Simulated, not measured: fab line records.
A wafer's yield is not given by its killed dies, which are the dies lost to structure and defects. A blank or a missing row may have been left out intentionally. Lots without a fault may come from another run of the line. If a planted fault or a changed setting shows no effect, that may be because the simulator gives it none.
fab line records ; flow sfq-line
[record] lots = 14; wafers = 42; last-day = 83
route steps=325 shown JJ@196 C5@245 M7@291 I7@296
lots that met no fault: from a run of the same line without faults
start-h: hours from the record's first day to the start of the lot's first wafer shown ; wait-h: time in hours since the lot's previous step ; " the same as in the row above ; L1.1+2: a single row standing in for several wafers ; - value missing, or start not given ; * or withheld: withheld ; < > ~ a bound
route shown NAME@n: a module of which the file shows steps, and the number in the route of the first ; usual: mean/standard deviation taken from wafers without a fault ; same: alike in all rows ; chamber/n: place in a boat ; sites: each site's reading ; _std_site: how widely they spread, as a standard deviation ; _edge_site: mean of outer sites minus mean of inner sites ; radius-mm: how far each site lies from the wafer's centre ; mask NAME#n: copy n ; behind: the tool/chamber that last shaped the wafer ; hold: reason for holding the lot/hours on hold/outcome of the hold ; device: the transistor (n, p or np) that didn't switch ; end of line: tests of these same wafers at the route's end ; step lacking rows: just its recipe ; killed: count of dies lost to structure and defects at first sort (not the wafer's yield) ; map: per-die view of a wafer (x killed, . not killed, _ where there is no die)
set.NAME: setting as actually run; set.NAME@STEP: the setting as run at that earlier step ; model.NAME: the simulator's own value behind a step, which no gauge read
one table for each step of the route and one row for each wafer, over a sample of lots
services: the hour from which a tool's chamber was out of use, counted from the record's first day as start-h (under 0 if before that day), plus the number of hours and why
[[steps]]
[step SFQ_TRILAYER_JJ_CE_STRIP_STRIP_120]
[recipe] gas = O2; power-w = 200; platen-temp-c = 40; overash-fraction = 0.65; chemistry = O2; pressure-mtorr = 50
[usual] drypump-motor-current-A = 5.7/0.59; oes-product-au = 1.000/0.0094
lot.wafer;tool;chamber;start-h;wait-h;drypump-motor-current-A;oes-product-au;rf-hours-counter-h
L387.1;rie-metal-02;1;1175.13;0.0;6.0;0.991;91
L387.3;rie-metal-02;1;1175.13;0.0;6.0;0.996;-
L387.4;rie-metal-02;1;1175.13;0.0;5.9;0.992;-
L388.3;rie-metal-03;1;1176.53;0.2;6.4;1.007;-
L388.4;rie-metal-03;0;1176.53;0.2;6.3;0.994;-
L388.5;rie-metal-03;0;1176.53;0.2;6.3;0.996;-
L389.4;rie-metal-03;0;1182.53;0.2;6.3;0.996;-
L389.5;rie-metal-03;1;1182.53;0.2;6.5;1.007;-
L389.6;rie-metal-03;0;1182.53;0.2;6.3;0.994;-
L391.3;rie-metal-02;1;1190.30;0.2;5.9;0.993;-
L391.4;rie-metal-02;0;1190.30;0.2;4.8;1.012;-
L391.6;rie-metal-02;0;1190.30;0.2;4.8;1.017;-
L393.2;rie-metal-03;1;1223.90;0.2;6.4;0.986;-
L393.3;rie-metal-03;1;1223.90;0.2;6.4;0.991;-
L393.6;rie-metal-03;1;1223.90;0.2;6.4;0.994;-
L394.1;rie-metal-02;0;1275.50;0.0;4.9;0.999;5
L394.3;rie-metal-02;1;1275.50;0.0;6.0;0.991;-
L394.6;rie-metal-02;0;1275.50;0.0;4.8;0.990;-
L395.2;rie-metal-01;1;1276.66;0.0;6.0;1.014;122
L395.4;rie-metal-01;1;1276.66;0.0;6.0;1.014;-
L395.6;rie-metal-01;0;1276.66;0.0;5.9;1.013;-
L396.4;rie-metal-03;0;1278.10;0.2;6.3;1.000;-
L396.5;rie-metal-03;0;1278.10;0.2;6.3;1.000;-
L396.6;rie-metal-03;1;1278.10;0.2;6.4;0.998;-
L397.3;rie-metal-01;1;1485.24;0.2;6.0;1.004;-
L397.5;rie-metal-01;0;1485.24;0.2;5.9;0.992;-
L397.6;rie-metal-01;1;1485.24;0.2;6.0;1.002;-
L398.2;rie-metal-02;1;1494.19;0.0;6.0;1.001;135
L398.3;rie-metal-02;0;1494.19;0.0;4.8;1.004;-
L398.4;rie-metal-02;1;1494.19;0.0;6.0;0.993;-
L404.2;rie-metal-02;1;1516.91;0.0;6.0;0.981;138
L404.3;rie-metal-02;1;1516.91;0.0;6.0;0.988;-
L404.5;rie-metal-02;1;1516.91;0.0;6.0;0.990;-
L405.1;rie-metal-02;0;1540.61;0.0;4.8;1.014;41
L405.2;rie-metal-02;0;1540.61;0.0;4.8;1.000;-
L405.4;rie-metal-02;0;1540.61;0.0;4.8;0.994;-
L407.1;rie-metal-02;1;1557.79;0.0;6.0;0.996;1
L407.3;rie-metal-02;0;1557.79;0.0;4.8;1.006;-
L407.5;rie-metal-02;0;1557.79;0.0;4.8;1.024;-
L408.1;rie-metal-02;0;1562.80;0.0;4.8;1.022;47
L408.3;rie-metal-02;0;1562.80;0.0;4.9;1.017;-
L408.4;rie-metal-02;1;1562.80;0.0;6.0;0.999;-
[step SFQ_TRILAYER_C5_LITHO_DEVELOP_153]
[recipe] time-s = 60; resist = KrF
[usual] chill-plate-temp-C = 22.99/0.12; exhaust-pa = 44.9/0.89; time-s = 60/0
lot.wafer;tool;chamber;start-h;wait-h;chill-plate-temp-C;exhaust-pa;time-s
L387.1;litho-track-02;0;1440.83;0.1;22.98;44.3;60
L387.3;litho-track-02;0;1440.83;0.1;22.85;44.3;60
L387.4;litho-track-02;0;1440.83;0.1;23.09;44.8;60
L388.3;litho-track-03;0;1446.88;0.1;23.12;43.1;60
L388.4;litho-track-03;0;1446.88;0.1;23.03;45.5;60
L388.5;litho-track-03;0;1446.88;0.1;23.00;44.2;60
L389.4;litho-track-04;0;1449.31;0.1;22.97;45.5;60
L389.5;litho-track-04;0;1449.31;0.1;23.16;44.2;60
L389.6;litho-track-04;0;1449.31;0.1;22.99;45.1;60
L391.3;litho-track-04;0;1454.08;0.1;23.10;44.4;60
L391.4;litho-track-04;0;1454.08;0.1;23.13;45.6;60
L391.6;litho-track-04;0;1454.08;0.1;23.15;45.8;60
L393.2;litho-track-03;0;1516.81;0.1;22.91;42.6;60
L393.3;litho-track-03;0;1516.81;0.1;22.83;44.1;60
L393.6;litho-track-03;0;1516.81;0.1;22.91;44.8;60
L394.1;litho-track-02;0;1648.06;0.1;23.10;46.2;60
L394.3;litho-track-02;0;1648.06;0.1;22.95;45.4;60
L394.6;litho-track-02;0;1648.06;0.1;23.12;47.3;60
L395.2;litho-track-04;0;1650.48;0.1;22.81;44.3;60
L395.4;litho-track-04;0;1650.48;0.1;22.72;44.3;60
L395.6;litho-track-04;0;1650.48;0.1;22.68;43.6;60
L396.4;litho-track-03;-;1654.13;0.1;-;-;-
L396.5;litho-track-03;-;1654.13;0.1;-;-;-
L396.6;litho-track-03;-;1654.13;0.1;-;-;-
L397.3;litho-track-04;-;1692.48;0.1;-;-;-
L397.5;litho-track-04;-;1692.48;0.1;-;-;-
L397.6;litho-track-04;-;1692.48;0.1;-;-;-
L398.2;litho-track-04;0;1694.98;0.1;23.04;45.1;60
L398.3;litho-track-04;0;1694.98;0.1;23.02;46.0;60
L398.4;litho-track-04;0;1694.98;0.1;23.06;44.5;60
L404.2;litho-track-04;0;1764.58;0.1;23.03;44.8;60
L404.3;litho-track-04;0;1764.58;0.1;23.14;44.5;60
L404.5;litho-track-04;0;1764.58;0.1;23.09;45.8;60
L405.1;litho-track-04;0;1772.03;0.1;22.96;44.9;60
L405.2;litho-track-04;0;1772.03;0.1;22.97;45.2;60
L405.4;litho-track-04;0;1772.03;0.1;23.08;45.2;60
L407.1;litho-track-02;0;1796.96;0.1;22.92;44.7;60
L407.3;litho-track-02;0;1796.96;0.1;22.99;44.4;60
L407.5;litho-track-02;0;1796.96;0.1;22.98;44.6;60
L408.1;litho-track-02;0;1799.36;0.1;23.07;45.1;60
L408.3;litho-track-02;0;1799.36;0.1;22.91;46.2;60
L408.4;litho-track-02;0;1799.36;0.1;22.95;45.0;60
[step SFQ_M7_OVL_MEAS_945]
[usual] M7_OVL = 1/5.3
lot.wafer;tool;chamber;start-h;wait-h;M7_OVL[nm]
L387.1;overlay-02;-;1594.46;0.1;4
L387.3;overlay-02;-;1594.46;0.1;6
L387.4;overlay-02;-;1594.46;0.1;1
L388.3;overlay-02;-;1595.67;0.1;1
L388.4;overlay-02;-;1595.67;0.1;-1
L388.5;overlay-02;-;1595.67;0.1;-4
L389.4;overlay-02;-;1596.88;0.1;2
L389.5;overlay-02;-;1596.88;0.1;7
L389.6;overlay-02;-;1596.88;0.1;8
L391.3;overlay-02;-;1599.27;0.1;-2
L391.4;overlay-02;-;1599.27;0.1;-6
L391.6;overlay-02;-;1599.27;0.1;-3
L393.2;overlay-01;-;1602.46;0.1;-14
L393.3;overlay-01;-;1602.46;0.1;-8
L393.6;overlay-01;-;1602.46;0.1;-7
L394.1;overlay-02;-;1662.90;0.1;5
L394.3;overlay-02;-;1662.90;0.1;3
L394.6;overlay-02;-;1662.90;0.1;2
L395.2;overlay-01;-;1665.22;0.1;2
L395.4;overlay-01;-;1665.22;0.1;3
L395.6;overlay-01;-;1665.22;0.1;4
L396.4;overlay-01;-;1669.95;0.1;-
L396.5;overlay-01;-;1669.95;0.1;-
L396.6;overlay-01;-;1669.95;0.1;-
L397.3;overlay-02;-;1708.18;0.1;-
L397.5;overlay-02;-;1708.18;0.1;-
L397.6;overlay-02;-;1708.18;0.1;-
L398.2;overlay-01;-;1709.74;0.1;2
L398.3;overlay-01;-;1709.74;0.1;6
L398.4;overlay-01;-;1709.74;0.1;6
L404.2;overlay-01;-;1780.50;0.1;1
L404.3;overlay-01;-;1780.50;0.1;-3
L404.5;overlay-01;-;1780.50;0.1;1
L405.1;overlay-02;-;1797.23;0.1;-3
L405.2;overlay-02;-;1797.23;0.1;-9
L405.4;overlay-02;-;1797.23;0.1;-5
L407.1;overlay-01;-;1905.95;0.1;-1
L407.3;overlay-01;-;1905.95;0.1;-5
L407.5;overlay-01;-;1905.95;0.1;-5
L408.1;overlay-01;-;1908.35;0.1;2
L408.3;overlay-01;-;1908.35;0.1;0
L408.4;overlay-01;-;1908.35;0.1;5
[step SFQ_TRILAYER_I7_DEP_PECVD_183]
[recipe] material = SiO2; temp-c = 150; time-s = 111.11; pressure-torr = 2.4; rf-w = 183.3; precursor = SiH4/N2O; target-thk-nm = 500
[usual] heater-power-w = 83/18; rf-fwd-power-W = 182.6/0.56; throttle-valve-pct = 24.7/1.3
[same] time-s = 111.11
lot.wafer;tool;chamber;start-h;wait-h;heater-power-w;rf-fwd-power-W;throttle-valve-pct
L387.1;pecvd-04;2;1595.45;0.0;103;181.8;24.4
L387.3;pecvd-04;0;1595.45;0.0;55;183.3;24.2
L387.4;pecvd-04;0;1595.45;0.0;58;182.4;24.2
L388.3;pecvd-03;2;1596.65;0.0;74;182.8;23.2
L388.4;pecvd-03;2;1596.65;0.0;76;182.9;23.4
L388.5;pecvd-03;1;1596.65;0.0;87;182.5;22.7
L389.4;pecvd-02;2;1597.89;0.0;81;181.7;26.1
L389.5;pecvd-02;1;1597.89;0.0;83;182.9;26.4
L389.6;pecvd-02;0;1597.89;0.0;84;182.6;25.0
L391.3;pecvd-03;2;1600.25;0.0;68;183.3;23.4
L391.4;pecvd-03;1;1600.25;0.0;70;182.8;23.0
L391.6;pecvd-03;0;1600.25;0.0;51;182.6;23.2
L393.2;pecvd-03;0;1603.47;0.0;62;182.8;23.1
L393.3;pecvd-03;0;1603.47;0.0;62;182.5;23.1
L393.6;pecvd-03;1;1603.47;0.0;85;182.7;22.8
L394.1;pecvd-04;0;1664.68;0.0;66;182.1;24.9
L394.3;pecvd-04;2;1664.68;0.0;105;181.8;24.5
L394.6;pecvd-04;2;1664.68;0.0;90;182.1;24.4
L395.2;pecvd-03;2;1666.21;0.0;70;183.1;23.5
L395.4;pecvd-03;1;1666.21;0.0;83;182.0;23.1
L395.6;pecvd-03;2;1666.21;0.0;75;182.3;23.2
L396.4;pecvd-04;1;1670.96;0.0;121;183.5;25.0
L396.5;pecvd-04;2;1670.96;0.0;100;182.0;24.3
L396.6;pecvd-04;0;1670.96;0.0;64;181.8;24.2
L397.3;pecvd-04;1;1709.16;0.0;121;183.0;25.1
L397.5;pecvd-04;0;1709.16;0.0;51;182.8;24.5
L397.6;pecvd-04;2;1709.16;0.0;101;181.9;24.7
L398.2;pecvd-02;1;1716.30;0.0;85;182.2;26.5
L398.3;pecvd-02;2;1716.30;0.0;89;182.6;26.7
L398.4;pecvd-02;2;1716.30;0.0;72;182.9;26.2
L404.2;pecvd-03;1;1781.49;0.0;82;183.2;23.0
L404.3;pecvd-03;2;1781.49;0.0;75;182.4;23.9
L404.5;pecvd-03;1;1781.49;0.0;84;182.8;23.2
L405.1;pecvd-02;1;1798.23;0.0;84;183.1;26.4
L405.2;pecvd-02;0;1798.23;0.0;81;182.0;25.0
L405.4;pecvd-02;2;1798.23;0.0;87;183.1;26.4
L407.1;pecvd-04;2;1907.21;0.0;109;183.0;25.3
L407.3;pecvd-04;0;1907.21;0.0;63;183.2;25.2
L407.5;pecvd-04;0;1907.21;0.0;65;182.0;25.1
L408.1;pecvd-02;2;1909.35;0.0;78;183.7;26.3
L408.3;pecvd-02;0;1909.35;0.0;82;182.8;24.9
L408.4;pecvd-02;2;1909.35;0.0;80;183.1;26.4
[[services]]
tool;chamber;start-h;hours;kind
rie-metal-02;0;1153.59;22.1;repair
pecvd-04;-;1158.00;0.9;repair
pecvd-03;1;1177.37;4.1;repair
pecvd-03;-;1182.33;0.5;repair
pecvd-04;-;1221.12;14.6;pm
pecvd-03;1;1229.67;7.3;repair
rie-metal-02;-;1288.60;5.3;repair
rie-metal-02;-;1301.21;0.3;repair
pecvd-03;-;1316.75;14.0;pm
rie-metal-02;1;1333.35;2.8;repair
pecvd-03;-;1394.27;2.6;repair
pecvd-03;2;1419.04;9.0;repair
pecvd-04;-;1509.31;0.7;repair
pecvd-03;-;1556.80;1.8;repair
pecvd-03;2;1600.73;5.9;repair
pecvd-04;0;1647.66;4.8;repair
pecvd-04;2;1681.19;4.2;repair
pecvd-03;-;1689.25;2.0;repair
pecvd-04;-;1697.64;0.6;repair
rie-metal-02;1;1725.32;24.4;repair
rie-metal-02;0;1804.22;6.1;repair
pecvd-04;-;1863.20;4.3;pm
rie-metal-02;-;1869.04;7.5;repair
rie-metal-02;-;1876.53;2.8;pm
[[key]]
[first-sign] step = SFQ_TRILAYER_C5_LITHO_DEVELOP_153; reading = tool-record; direction = missing
effect none on later readings
met-at SFQ_TRILAYER_C5_LITHO_DEVELOP_153
struck-lots L396,L397
not-acting-at SFQ_TRILAYER_JJ_CE_STRIP_STRIP_120,SFQ_M7_OVL_MEAS_945,SFQ_TRILAYER_I7_DEP_PECVD_183
onset-between 1650.48 1654.13
[fault] kind = skipped-step-whole; tool = litho-track-03,litho-track-04; chamber = -; onset-h = 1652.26; steps = SFQ_TRILAYER_C5_LITHO_DEVELOP_153; scope = struck-lots-only
